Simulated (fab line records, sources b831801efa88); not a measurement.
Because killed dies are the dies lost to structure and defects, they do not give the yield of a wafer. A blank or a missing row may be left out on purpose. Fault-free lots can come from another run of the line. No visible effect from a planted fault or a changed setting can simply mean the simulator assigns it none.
8D (eight disciplines) problem report, filled in by code :: flow gf180mcu :: the parts of the form that need people (team, actions taken, sign-off) are left out

== 1. THE PROBLEM ==
Wafers without a fault read 4000.0 W, standard deviation 0.64; cathode-dc-power-W at GF_CONTACT_SPUTTER_23 reads a mean of 3854.7 W on 6 wafers belonging to 2 lots. That is -99 or more standard deviations from the usual mean.
The step: material TiN, target thk 10 nm, time 40 s.
Seen first at day 20 12:05 on pvd-sputter-02, wafer L983.1. Wafers with a number at this step in the record: 18, from 6 lots. Rule for "out", or "out of limits": more than 4 standard deviations from the usual mean. The rest of the wafers with a number are treated as sound.

== 2. WHAT IT IS, AND WHAT IT ISN'T ==
question: which readings at this step
is: cathode-dc-power-W
is not: -

question: which lots
is: L983, L986
is not: L975, L978, L994, L996

question: which wafers of those lots
is: all that have a number
is not: -

question: read on which tools
is: pvd-sputter-02
is not: pvd-sputter-01

question: when
is: from day 20 12:05
is not: up to then (6 sound wafers); but 6 sound wafers of L994, L996 came after

== 3. WHAT RULES OUT EACH SUSPECT ==
Counting: a tool stays on the suspect list if, at a process step up to the reading, it processed all lots that are out and no sound lot following the first of them.
- plasma-asher-04 at GF_CONTACT_STRIP_18 (strips in O2/N2): kept. Every lot that is out went through it, starting with L983 (day 20 11:43), and after that it ran no sound lot; the last sound lot it ran before then is L975 (day 16 17:25).
- pvd-sputter-02 at GF_CONTACT_SPUTTER_22 (material Ti, target thk 15 nm, time 80.02 s): ruled out as a lasting fault. Following L983 (day 20 12:02), the first lot on it that is out, the sound lots L996 were run on it.
- pvd-sputter-02 at GF_CONTACT_SPUTTER_23 (material TiN, target thk 10 nm, time 40 s): ruled out as a lasting fault. Following L983 (day 20 12:05), the first lot on it that is out, the sound lots L996 were run on it.
Remaining after the count: plasma-asher-04 at GF_CONTACT_STRIP_18.

== 4. THE CAUSE (what the simulator had put in) ==
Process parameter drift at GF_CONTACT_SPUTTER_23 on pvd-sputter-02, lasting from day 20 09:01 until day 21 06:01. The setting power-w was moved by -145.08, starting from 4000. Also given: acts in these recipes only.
Counting ruled it out, wrongly.

== 5. SEQUENCE OF EFFECTS, ordered by route ==
Each row: a reading whose mean over the struck wafers that have a number lies more than 3 standard deviations from the usual. Only readings whose record carries a usual standard deviation are examined. hours: median over the lots of the time between each lot's start at the first step of this table that gives one and its start at this step. sigmas: the change, counted in usual standard deviations.
hours: 0
step: GF_CONTACT_SPUTTER_23
reading: cathode-dc-power-W
usual: 4000.0 W
on struck wafers: 3854.7
change: -145.3
sigmas: -99 or more
The process steps in it:
- GF_CONTACT_SPUTTER_23: material TiN, target thk 10 nm, time 40 s.

== 6. WHAT WOULD HAVE CAUGHT IT SOONER ==
The fault began at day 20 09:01; the first out-of-limits reading in this record came at day 20 12:05, 3 hours later.
